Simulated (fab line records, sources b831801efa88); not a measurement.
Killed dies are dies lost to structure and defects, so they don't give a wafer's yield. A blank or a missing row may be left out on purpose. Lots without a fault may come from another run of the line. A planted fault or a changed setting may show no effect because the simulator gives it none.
Which tool did it? | flow sky130 | 9 lots, 27 wafers sampled, at 3 steps of a route of 708

WHAT THE GAUGES READ, wafer by wafer
SKY_NWELL_RS_MEAS_31: measures by four-point-probe.
lot  | measured    | on            | PWDE_RS (ohm/sq)
L200 | day 5 10:34 | film_metro-04 | 5259 5278 5268
L201 | day 5 17:33 | film_metro-03 | 5286 5270 5283
L202 | day 5 21:26 | film_metro-03 | 5256 5270 5260
L203 | day 6 01:25 | film_metro-03 | 5279 5300 5283
L204 | day 6 05:15 | film_metro-03 | 5302 5278 5276
L205 | day 6 15:29 | film_metro-04 | 5273 5278 5261
L206 | day 6 20:20 | film_metro-03 | 5285 5272 5291
L216 | day 9 06:34 | film_metro-03 | 5271 5267 5253
L219 | day 9 22:04 | film_metro-03 | 5257 5272 5280

WHICH TOOL RAN EACH LOT (tool, then ch and the chambers of the sampled wafers, then the start)
lot  | SKY_FIELD_ISO_CMP_27         | SKY_NWELL_STRIP_25
L200 | cmp-01 ch 0,1, day 2 11:50   | plasma_asher-02 ch 0,1, day 5 10:00
L201 | cmp-01 ch 1,2,3, day 2 18:38 | plasma_asher-02 ch 0,1, day 5 17:00
L202 | cmp-02 ch 0,1,3, day 2 21:30 | plasma_asher-04 ch 0,1, day 5 20:52
L203 | cmp-02 ch 1,2,3, day 3 03:01 | plasma_asher-01 ch 1, day 6 00:51
L204 | cmp-02 ch 1,2,3, day 3 05:56 | plasma_asher-02 ch 0,1, day 6 04:42
L205 | cmp-01 ch 0,1,2, day 3 11:44 | plasma_asher-02 ch 0,1, day 6 14:54
L206 | cmp-01 ch 1,3, day 3 18:31   | plasma_asher-02 ch 0,1, day 6 19:47
L216 | cmp-01 ch 0,1,2, day 5 20:28 | plasma_asher-02 ch 0,1, day 9 06:01
L219 | cmp-02 ch 1,2, day 6 11:07   | plasma_asher-02 ch 0,1, day 9 21:30
- SKY_FIELD_ISO_CMP_27: polishes, stops on Si3N4, t overpolish 16 s, target thk 457.8 nm.
- SKY_NWELL_STRIP_25: strips in O2/N2.

THE ANSWER, worked out from the rows above alone
Rule: what is usual is taken from the lots themselves. Put in order of their means at a reading, lots are off if they are a third of the lots or fewer, leave a main group of 4 or more, and stand apart from it by a gap of 3 or more times the standard deviation of the main group's means; of several such gaps the widest counts. A main group whose means are all the same, to the digits that the tables above print for the reading, isn't used. A lot without any number at a reading at which 4 lots or more have one is off too. The other lots that the step has rows for count as sound.
No lot is off at any reading shown: from this, nothing can be told.

WHAT THE SIMULATOR HAD PUT IN
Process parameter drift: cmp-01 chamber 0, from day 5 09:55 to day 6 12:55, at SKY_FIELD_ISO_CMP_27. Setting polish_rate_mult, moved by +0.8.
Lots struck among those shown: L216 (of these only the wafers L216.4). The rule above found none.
